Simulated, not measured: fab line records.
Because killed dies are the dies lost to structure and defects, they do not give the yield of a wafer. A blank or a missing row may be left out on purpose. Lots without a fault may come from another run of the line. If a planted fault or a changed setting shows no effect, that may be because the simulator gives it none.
Problem report in the 8D (eight disciplines) form, filled by code / flow sky130 / the parts of the form that need people (team, actions taken, sign-off) are left out

== 1. PROBLEM STATEMENT ==
Across 6 wafers from 2 lots, SONOS_TUNNEL_TW at SKY_SONOS_TUNNEL_TW_MEAS_12 averages 145.6, while fault-free wafers read 196.2 with a standard deviation of 1.5. That is -34 standard deviations from the usual mean.
First seen on wafer L484.1, day 16 09:39, on filmMetro-01. At this step, 33 wafers from 11 lots have a number in the record. Rule for "out", or "out of limits": more than 4 standard deviations from the usual mean. The other wafers with a number count as sound.

== 2. WHAT IT IS, AND WHAT IT ISN'T ==
question=which readings at this step | is=SONOS_TUNNEL_TW | is not=-
question=which lots | is=L484, L485 | is not=L470, L471, L472, L473, L474, L477, L488, L490, L493
question=which wafers of those lots | is=all that have a number | is not=-
question=read on which gauges | is=filmMetro-01, filmMetro-02 | is not=filmMetro-04
question=when | is=from day 16 09:39 | is not=up to then (18 sound wafers); but 9 sound wafers of L488, L490, L493 came after

== 3. WHAT RULES OUT EACH SUSPECT ==
Counting: a tool at a process step up to the reading stays a suspect if it ran every lot that is out and no sound lot after the first of them.
- the gauge at SKY_SONOS_TUNNEL_TW_MEAS_12: ruled out. 2 gauges (filmMetro-01, filmMetro-02) read the wafers that are out.
- implanter-02 at SKY_SONOS_TUNNEL_IMPLANT_09: ruled out as a lasting fault. Following L484 (day 16 09:07), the first lot on it that is out, the sound lots L493 were run on it.
Left after counting: nothing in the record.

== 4. THE CAUSE (what the simulator had put in) ==
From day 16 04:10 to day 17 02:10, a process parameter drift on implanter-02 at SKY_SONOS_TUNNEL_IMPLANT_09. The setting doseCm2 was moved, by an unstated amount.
Counting ruled it out, wrongly: the rule takes a fault to strike every lot that its tool runs from its start on, and this one did not.

== 5. THE CHAIN OF EFFECTS, in route order ==
Each row: a reading whose mean over the struck wafers that have a number lies more than 3 standard deviations from the usual. Readings are gone through only where the record gives a usual standard deviation; hours: the median, over the lots, of the time from a lot's start at the first step in this table giving one to that lot's start at this step; sigmas: the change measured in usual standard deviations.
hours=0; step=SKY_SONOS_TUNNEL_IMPLANT_09; reading=doseIonsCm2; usual=1.0001e+12; on struck wafers=3.4257e+11; change=-6.5753e+11; sigmas=-99 or more
hours=0; step=SKY_SONOS_TUNNEL_IMPLANT_09; reading=faradayCurrentUA; usual=5.65; on struck wafers=1.93; change=-3.72; sigmas=-31
hours=1; step=SKY_SONOS_TUNNEL_TW_MEAS_12; reading=SONOS_TUNNEL_TW; usual=196.2; on struck wafers=145.6; change=-50.6; sigmas=-34
Process steps it contains:
- SKY_SONOS_TUNNEL_IMPLANT_09
Later steps that measure or inspect, where all struck wafers having a row at the step show a number for every such reading and not one has moved that far: SKY_LOCAL_INTERCONNECT_OVL_MEAS_12.

== 6. WHAT WOULD HAVE CAUGHT IT SOONER ==
The first out-of-limits reading at a measuring or inspecting step in this record came at day 16 09:39, 5 hours after the fault's start at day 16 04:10.
Tool's own readings at SKY_SONOS_TUNNEL_IMPLANT_09, doseIonsCm2, faradayCurrentUA: out on all struck wafers the step has rows for; an alarm limit on them would have tripped on the first.
